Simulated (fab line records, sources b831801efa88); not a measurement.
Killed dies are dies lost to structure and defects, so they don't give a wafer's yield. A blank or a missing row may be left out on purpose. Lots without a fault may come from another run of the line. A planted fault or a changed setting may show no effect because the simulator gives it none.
A struck lot beside a sound one | flow gf180mcu | 44 steps out of a route of 602
Sound: wafers L835.2, L835.3, L835.5. Struck: wafer L842.3. (L842.1, L842.5 of the same lot were not struck and are left out.) The cause comes at the end.
At each step with rows: each side's tool, then ch and its chambers, then its first start. Under that, the readings that differ: sound wafers | struck wafers | difference of the means | sigmas: that difference in standard deviations of wafers without a fault.
alike: readings whose means differ by less than 2 such deviations, and words and numbers that are the same on both sides. not compared: withheld readings, readings that some wafer has no value for, bounds like >300 that may hide the same value, and numbers for which the record gives no deviation and whose values overlap.
The two part at a step that has a row with sigmas, a row that says differs or no value, or rows on one side only. Numbers that don't overlap but have no deviation are shown without sigmas and don't part them. A reading that every wafer of one side lacks parts them only if that side has two wafers or more.

first, 3 steps without rows for these wafers: GF_V3_STRIP_19 (strips in post etch residue remover, time 1200 s); GF_V3_CLEAN_20 (cleans in DIW); GF_V3_SPUTTER_21 (material Ti, target thk 15 nm, time 80.02 s).
GF_V3_SPUTTER_22: material TiN, target thk 10 nm, time 40 s.
  sound on pvd_sputter-02, day 24 15:41; struck on pvd_sputter-04, day 26 23:42
  alike: throttle_valve_pct
GF_V3_CVD_23: deposits W, target thk 350 nm, time 104.9 s.
  sound on cvd_w-01 ch 0,1, day 24 15:44; struck on cvd_w-02 ch 1, day 26 23:44
  alike: heater_power_w
GF_V3_RS_MEAS_24: measures by four-point-probe.
  sound on film_metro-02, day 24 15:52; struck on film_metro-02, day 26 23:51
  reading          | sound             | struck | difference | sigmas
  V3_W_RS (ohm/sq) | 0.336 0.334 0.329 | 0.324  | -0.009     | -2
GF_V3_THK_MEAS_25: measures by xrf.
  sound on film_metro-02, day 24 15:58; struck on film_metro-02, day 26 23:58
  reading       | sound       | struck | difference | sigmas
  V3_W_THK (nm) | 362 364 366 | 378    | +14        | +3
then, 3 steps without rows for these wafers: GF_V3_CMP_26 (polishes, stops on SiO2, t overpolish 15 s, target thk 0 nm); GF_M4_SPUTTER_00 (material Ti, target thk 37.5 nm, time 150 s); GF_M4_SPUTTER_01 (material TiN, target thk 30 nm, time 25 s).
GF_M4_SPUTTER_02: material AlCu, target thk 450 nm, time 23.9 s.
  sound on pvd_sputter-01, day 24 16:28; struck on pvd_sputter-01, day 27 00:28
  alike: throttle_valve_pct
then, 1 step without rows for these wafers: GF_M4_SPUTTER_03 (material Ti, target thk 10 nm, time 6.7 s).
GF_M4_SPUTTER_04: material TiN, target thk 50 nm, time 41.7 s.
  sound on pvd_sputter-01, day 24 16:31; struck on pvd_sputter-01, day 27 00:31
  reading                                | sound            | struck | difference | sigmas
  model.TiN_of_M4_SPUTTER_04.thk_nm (nm) | 49.36 48.7 49.21 | 42.81  | -6.28      |
  alike: throttle_valve_pct
GF_M4_RS_MEAS_05: measures by four-point-probe.
  sound on film_metro-01, day 24 16:34; struck on film_metro-03, day 27 00:33
  alike: M4_ALCU_RS
GF_M4_THK_MEAS_06: measures by xrf.
  sound on film_metro-01, day 24 16:41; struck on film_metro-03, day 27 00:40
  reading          | sound       | struck | difference | sigmas
  M4_ALCU_THK (nm) | 446 449 445 | 463    | +16        | +3
then, 7 steps without rows for these wafers: GF_M4_DEHYDRATE_07 (time 60 s); GF_M4_HMDS_08 (prime time 60 s); GF_M4_COAT_09 (resist thk 1000 nm); GF_M4_SOFTBAKE_10 (time 60 s); GF_M4_EXPOSE_11 (exposes mask Metal4, target cd 280 nm); GF_M4_PEB_12 (peb time 90 s); GF_M4_DEVELOP_13 (develop time 60 s).
GF_M4_CD_MEAS_14: target cd 280 nm.
  sound on cd_sem-01, day 25 13:53; struck on cd_sem-02, day 27 21:10
  alike: cd_nm
GF_M4_OVL_MEAS_15:
  sound on overlay-02, day 25 13:59; struck on overlay-02, day 27 21:17
  reading     | sound | struck | difference | sigmas
  M4_OVL (nm) | 1 2 0 | -14    | -15        | -2
GF_M4_METAL_ETCH_16: etches the open film in Cl2/BCl3, stops on SiO2, target depth 750.8 nm, time 125.1 s.
  sound on rie_metal-03 ch 0,1, day 25 14:01; struck on rie_metal-04 ch 1, day 27 21:19
  alike: bias_w, drypump_motor_current_A, oes_product_au, throttle_valve_pct
  not compared: rf_hours_counter_h
then, 4 steps without rows for these wafers: GF_M4_STRIP_17 (strips in O2/N2); GF_M4_STRIP_18 (strips in post etch residue remover, time 1200 s); GF_M4_CLEAN_19 (cleans in DIW); GF_V4_CVD_00 (deposits SiO2, target thk 600 nm, time 100 s).
GF_V4_THK_MEAS_01:
  sound on film_metro-04, day 25 14:48; struck on film_metro-03, day 27 22:04
  alike: V4_CVD_00_THK
GF_V4_CVD_02: deposits SiO2 from TEOS, target thk 850 nm, time 94.851 s.
  sound on pecvd-03 ch 0,1, day 25 14:51; struck on pecvd-03 ch 0, day 27 22:07
  alike: heater_power_w
GF_V4_THK_MEAS_03:
  sound on film_metro-02, day 25 14:56; struck on film_metro-04, day 27 22:11
  alike: V4_CVD_02_THK
then, 1 step without rows for these wafers: GF_V4_CMP_04 (polishes SiO2).
GF_V4_BOW_MEAS_05:
  sound on film_metro-03, day 25 15:18; struck on film_metro-02, day 27 22:33
  alike: V4_BOW
then, 8 steps without rows for these wafers: GF_V4_DEHYDRATE_06 (time 60 s); GF_V4_HMDS_07 (prime time 60 s); GF_V4_COAT_08; GF_V4_COAT_09 (resist thk 1000 nm); GF_V4_SOFTBAKE_10 (time 60 s); GF_V4_EXPOSE_11 (exposes mask Via4, target cd 260 nm); GF_V4_PEB_12 (peb time 90 s); GF_V4_DEVELOP_13 (develop time 60 s).
GF_V4_STRIP_19: strips in post etch residue remover, time 1200 s.
  sound on wet_bench-01 ch 3, day 26 12:04; struck on wet_bench-03 ch 1, day 28 18:19
  reading                                | sound             | struck | difference | sigmas
  model.TiN_of_M4_SPUTTER_04.thk_nm (nm) | 48.53 47.86 48.37 | 41.97  | -6.28      |
then, 1 step without rows for these wafers: GF_PASSIVATION_PROBE_99.

WHERE THEY PART
First at GF_V3_RS_MEAS_24; last, within this record, at GF_M4_OVL_MEAS_15. Later steps at which nothing parts them and some readings are alike: GF_M4_METAL_ETCH_16, GF_V4_THK_MEAS_01, GF_V4_CVD_02, GF_V4_THK_MEAS_03, GF_V4_BOW_MEAS_05.

WHY: what the simulator had put in
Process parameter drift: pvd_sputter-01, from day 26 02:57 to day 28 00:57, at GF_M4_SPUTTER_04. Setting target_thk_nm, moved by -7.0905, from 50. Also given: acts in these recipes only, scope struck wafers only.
